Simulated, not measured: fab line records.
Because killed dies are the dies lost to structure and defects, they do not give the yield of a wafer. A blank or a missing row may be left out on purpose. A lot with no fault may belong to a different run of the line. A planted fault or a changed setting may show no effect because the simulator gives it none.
Problem report in the 8D (eight disciplines) form, filled by code | flow gf180mcu | the parts of the form that need people (team, actions taken, sign-off) are left out

## 1. WHAT WENT WRONG
run_length_s at GF_POLY_GATE_ETCH_13 reads a mean of 101.0 s on 4 wafers of 3 lots; wafers without a fault read 97.9 s with a standard deviation of 0.41. Relative to the usual mean, that is a shift of +7.4 standard deviations.
The step: etches poly-Si in HBr/Cl2, stops on SiO2, target depth 198.5 nm, time 69.6 s.
First observed at day 13 19:37: wafer L482.5, on rie_si-02. At this step, 18 wafers from 7 lots have a number in the record. The rule behind "out" and "out of limits": a value lying over 4 standard deviations away from the usual mean. The rest of the wafers with a number are treated as sound.

## 2. WHAT IT IS, AND WHAT IT ISN'T
question                    | is                             | is not
which readings at this step | run_length_s                   | drypump_motor_current_A, throttle_valve_pct
which lots                  | L482, L483, L484               | L472, L477, L485, L490
which wafers of those lots  | L482.5, L483.5, L484.3, L484.5 | L482.1, L483.4
read on which tools         | rie_si-02                      | rie_si-01
when                        | from day 13 19:37              | up to then (7 sound wafers); but 7 sound wafers of L483, L485, L490 came after

## 3. WHAT RULES OUT EACH SUSPECT
Counting: any tool at a process step up to the reading remains a suspect provided it ran every lot that is out. Sound lots after the first of them don't rule it out here, since some wafers of a struck lot are sound.
- rie_si-02 at GF_POLY_GATE_ETCH_13 (etches poly-Si in HBr/Cl2, stops on SiO2, target depth 198.5 nm, time 69.6 s): kept. Every lot that is out went through it, the first being L482 (day 13 19:37); the last sound lot it ran before that was L477 (day 12 05:52). Its own run_length_s readings are out on those wafers.
Remaining after the count: rie_si-02 at GF_POLY_GATE_ETCH_13.

## 4. THE CAUSE (what the simulator had put in)
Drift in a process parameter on rie_si-02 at GF_POLY_GATE_ETCH_13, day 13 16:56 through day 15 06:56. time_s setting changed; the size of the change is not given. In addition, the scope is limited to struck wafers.
Only this tool survived the counting.

## 5. SEQUENCE OF EFFECTS, ordered by route
Rows list readings where the struck wafers' mean (over those with a number) sits beyond 3 standard deviations from the usual. Only readings for which the record gives a usual standard deviation are gone through. hours: the time from each lot's start at the first step in this table that gives one to its start at this step, as a median over the lots. sigmas: the change in usual standard deviations.
hours | step                 | reading      | usual  | on struck wafers | change | sigmas
0     | GF_POLY_GATE_ETCH_13 | run_length_s | 97.9 s | 101.0            | +3.0   | +7.4
Process steps it contains:
- GF_POLY_GATE_ETCH_13: etches poly-Si in HBr/Cl2, stops on SiO2, target depth 198.5 nm, time 69.6 s.

## 6. HOW IT WOULD HAVE BEEN CAUGHT EARLIER
The fault began at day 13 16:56; the first out-of-limits reading in this record came at day 13 19:37, 3 hours later.
